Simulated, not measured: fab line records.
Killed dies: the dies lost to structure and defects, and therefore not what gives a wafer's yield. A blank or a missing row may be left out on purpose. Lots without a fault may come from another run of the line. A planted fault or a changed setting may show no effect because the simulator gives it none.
2 desks, one fault :: flow sky130 :: what lay behind the numbers comes last; until then each desk has only its own

## THE METROLOGY DESK
Means of the sampled wafers that have a number, per lot and without regard to the tool the lot ran on: this is what the gauges read. Any lot whose mean is over 4 standard deviations away from the usual mean is out of limits and marked OUT; that distance is given in the brackets.
Columns: A = VIA4_OVL at SKY_VIA4_OVL_MEAS_11, usual 0.8 nm; B = PASSIVATION_CVD_02_THK at SKY_PASSIVATION_THK_MEAS_03, usual 538 nm
lot: L707
first seen here: day 42 12:51
A: -0.5
B: 538

lot: L708
first seen here: day 42 19:44
A: 1.2
B: 540

lot: L709
first seen here: day 42 23:14
A: 1.9
B: 529

lot: L710
first seen here: day 43 10:56
A: 0.2
B: 539

lot: L711
first seen here: day 43 13:29
A: 0.6
B: 539

lot: L713
first seen here: day 44 03:58
A: 1.6
B: 538

lot: L721
first seen here: day 46 08:38
A: 2.0
B: 537

lot: L723
first seen here: day 46 20:40
A: 3.4
B: 543

lot: L727
first seen here: day 48 18:09
A: 1.3
B: 543

lot: L730
first seen here: day 48 19:56
A: -0.7
B: 530

lot: L728
first seen here: day 48 22:11
A: 0.2
B: 534

lot: L729
first seen here: day 49 02:59
A: 1.5
B: 550
This desk found nothing out of limits on any of the 12 lots.

## DESK OF THE TOOL OWNER: pvdSputter-04
At SKY_METAL2_SPUTTER_01 (material TiN, target thk 20 nm, time 16.7 s) the tool's own readings: per lot run on this tool, the mean of the sampled wafers that have a number. Any lot whose mean is over 4 standard deviations away from the usual mean is out of limits and marked OUT; that distance is given in the brackets.
Columns: A = throttleValvePct at SKY_METAL2_SPUTTER_01, usual 30.2 %
lot: L707
first seen here: day 33 17:59
A: 31.0

lot: L708
first seen here: day 34 01:25
A: 30.8

lot: L710
first seen here: day 34 17:10
A: 30.3

lot: L713
first seen here: day 35 16:40
A: 30.4

lot: L721
first seen here: day 38 04:59
A: 30.4

lot: L723
first seen here: day 38 20:44
A: 30.7

lot: L727
first seen here: day 41 10:23
A: 30.8

lot: L729
first seen here: day 41 17:02
A: 30.8
This desk found nothing out of limits on any of the 8 lots.

## BROUGHT TOGETHER
Nothing out of limits was seen by the metrology desk.
The desk of the tool owner found nothing out of limits.

## WHAT THE SIMULATOR HAD PUT IN
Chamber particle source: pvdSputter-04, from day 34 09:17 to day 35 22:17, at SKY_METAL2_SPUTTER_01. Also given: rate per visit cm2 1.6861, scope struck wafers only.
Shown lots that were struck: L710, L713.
